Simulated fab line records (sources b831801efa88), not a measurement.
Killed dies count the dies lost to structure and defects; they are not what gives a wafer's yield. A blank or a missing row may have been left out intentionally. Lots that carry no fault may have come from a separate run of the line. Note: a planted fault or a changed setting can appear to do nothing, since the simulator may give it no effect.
Comparing a struck lot with a sound one || flow sky130 || 15 steps out of a route of 708
Sound: wafers L423.1, L423.4, L423.6. Struck: wafers L415.2, L415.5, L415.6. The cause comes at the end.
For every step that has rows: the tool of each side, followed by ch and its chambers, followed by its first start. Under that, the readings that differ: sound wafers || struck wafers || difference of the means || sigmas: that difference in standard deviations of wafers without a fault.
alike: a reading whose means differ by less than 2 such deviations, as well as words and numbers matching on both sides. not compared: withheld readings; readings where some wafer has no value; bounds like >300 that might hide an equal value; numbers whose values overlap and for which the record gives no deviation.
A row with sigmas, a row that says differs or no value, or rows on one side alone: a step with any of these is where the two part. When numbers do not overlap yet have no deviation, they are printed without sigmas and do not part them. A reading missing from all wafers of one side parts the sides only when that side holds two or more wafers.

first, 1 step without rows for these wafers: SKY_VT_ADJUST_NCORE_DEVELOP_06 (develop time 62.06 s).
SKY_VT_ADJUST_NCORE_CD_MEAS_07 targets a cd of 380 nm.
  sound: cd-sem-02 at day 13 20:25; struck: cd-sem-02 at day 11 13:29
{"reading": "cd-nm (nm)", "sound": "376.4 379.4 374.2", "struck": "382.6 381.3 381.7", "difference": "+5.2", "sigmas": "+2"}
SKY_VT_ADJUST_NCORE_OVL_MEAS_08:
  sound: overlay-02 at day 13 20:32; struck: overlay-01 at day 11 13:35
  alike: VT_ADJUST_NCORE_OVL
after that, 1 step had no rows for these wafers: SKY_VT_ADJUST_NCORE_IMPLANT_09.
SKY_VT_ADJUST_NCORE_STRIP_10: strips in O2/N2.
  sound on plasma-asher-04 ch 1, day 13 20:43; struck on plasma-asher-04 ch 0,1, day 11 13:46
{"reading": "strip-time-to-endpoint-s (s)", "sound": "14.25 14.24 14.31", "struck": "14.11 14.13 14.14", "difference": -0.14, "sigmas": -4}
  alike: chamber-pressure-mTorr, drypump-motor-current-A, oes-product-au
  not compared: rf-hours-counter-h
SKY_VT_ADJUST_NCORE_TW_MEAS_11:
  sound: film-metro-03 at day 13 20:49; struck: film-metro-03 at day 11 13:53
  alike: VT_ADJUST_NCORE_TW
then, 6 steps without rows for these wafers: SKY_VT_ADJUST_HVTR_DEHYDRATE_00 (time 60 s); SKY_VT_ADJUST_HVTR_HMDS_01 (prime time 60 s); SKY_VT_ADJUST_HVTR_COAT_02 (resist thk 1140 nm); SKY_VT_ADJUST_HVTR_SOFTBAKE_03 (time 60 s); SKY_VT_ADJUST_HVTR_EXPOSE_04 (exposes mask HVTRM, target cd 380 nm); SKY_VT_ADJUST_HVTR_PEB_05.
SKY_VT_ADJUST_HVTR_DEVELOP_06: develop time 60 s.
  sound on litho-track-01 ch 0, day 14 23:10; struck on litho-track-03 ch 0, day 12 13:37
  alike: developer-temp-C
SKY_VT_ADJUST_HVTR_CD_MEAS_07 targets a cd of 380 nm.
  sound: cd-sem-01 at day 14 23:19; struck: cd-sem-02 at day 12 13:46
{"reading": "cd-nm (nm)", "sound": "375.9 377.5 378.8", "struck": "407.2 410.4 410.5", "difference": "+32.0", "sigmas": "+11"}
SKY_VT_ADJUST_HVTR_OVL_MEAS_08:
  sound: overlay-01 at day 14 23:26; struck: overlay-02 at day 12 13:52
  alike: VT_ADJUST_HVTR_OVL

== WHERE THEY PART ==
First at SKY_VT_ADJUST_NCORE_CD_MEAS_07; last, within this record, at SKY_VT_ADJUST_HVTR_CD_MEAS_07. Later steps at which nothing parts them and some readings are alike: SKY_VT_ADJUST_HVTR_OVL_MEAS_08.

WHY: whatever the simulator had introduced
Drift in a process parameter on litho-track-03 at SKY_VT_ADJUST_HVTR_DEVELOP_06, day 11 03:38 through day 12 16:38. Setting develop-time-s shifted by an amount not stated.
